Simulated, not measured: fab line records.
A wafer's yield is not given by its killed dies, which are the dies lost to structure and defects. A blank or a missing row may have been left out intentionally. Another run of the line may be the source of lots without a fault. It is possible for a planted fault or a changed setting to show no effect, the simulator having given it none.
Which tool did it?    flow gf180mcu    6 lots, 18 wafers sampled, at 2 steps of a route of 602

== WHAT THE GAUGES READ, wafer by wafer ==
GF_HV_LDD_TW_MEAS_11.
lot   measured      on            HV_LDD_TW
L594  day 11 14:52  filmMetro-04  2434 2441 2448
L598  day 12 20:29  filmMetro-02  2371 2373 2389
L601  day 13 13:50  filmMetro-04  2421 2419 2425
L604  day 14 12:47  filmMetro-03  2149 2141 2147
L609  day 15 23:56  filmMetro-02  2404 2407 2403
L611  day 17 05:10  filmMetro-02  2405 2399 2394

== WHAT TOOL EACH LOT RAN ON (gives the tool, then ch and the chambers of the sampled wafers, and finally the start) ==
lot   GF_HV_LDD_IMPLANT_09
L594  implanter-02 ch 0, day 11 14:37
L598  implanter-02 ch 0, day 12 20:16
L601  implanter-03 ch 0, day 13 13:35
L604  implanter-04 ch 0, day 14 12:33
L609  implanter-03 ch 0, day 15 23:42
L611  implanter-03 ch 0, day 17 04:55
- GF_HV_LDD_IMPLANT_09

== THE ANSWER, worked out from the rows above alone ==
Rule: what is usual is taken from the lots themselves. Put in order of their means at a reading, lots are off if they are a third of the lots or fewer, leave a main group of 4 or more, and stand apart from it by a gap of 3 or more times the standard deviation of the main group's means; of several such gaps the widest counts. The tables above print the reading to a certain number of digits; a main group whose means all agree to those digits is not used. A lot without any number at a reading at which 4 lots or more have one is off too. The other lots that the step has rows for count as sound.
Off: at GF_HV_LDD_TW_MEAS_11 (HV_LDD_TW), L604. The main group has a mean of 2409 with a standard deviation of 21.
A tool fits if, at a process step before that reading, it ran every lot that is off, and no sound lot after the first of them. The gauges at GF_HV_LDD_TW_MEAS_11 are tried like those tools. Undecided on this evidence; 2 tools fit (implanter-04 at GF_HV_LDD_IMPLANT_09, filmMetro-03 at GF_HV_LDD_TW_MEAS_11).

== WHAT THE SIMULATOR PUT IN ==
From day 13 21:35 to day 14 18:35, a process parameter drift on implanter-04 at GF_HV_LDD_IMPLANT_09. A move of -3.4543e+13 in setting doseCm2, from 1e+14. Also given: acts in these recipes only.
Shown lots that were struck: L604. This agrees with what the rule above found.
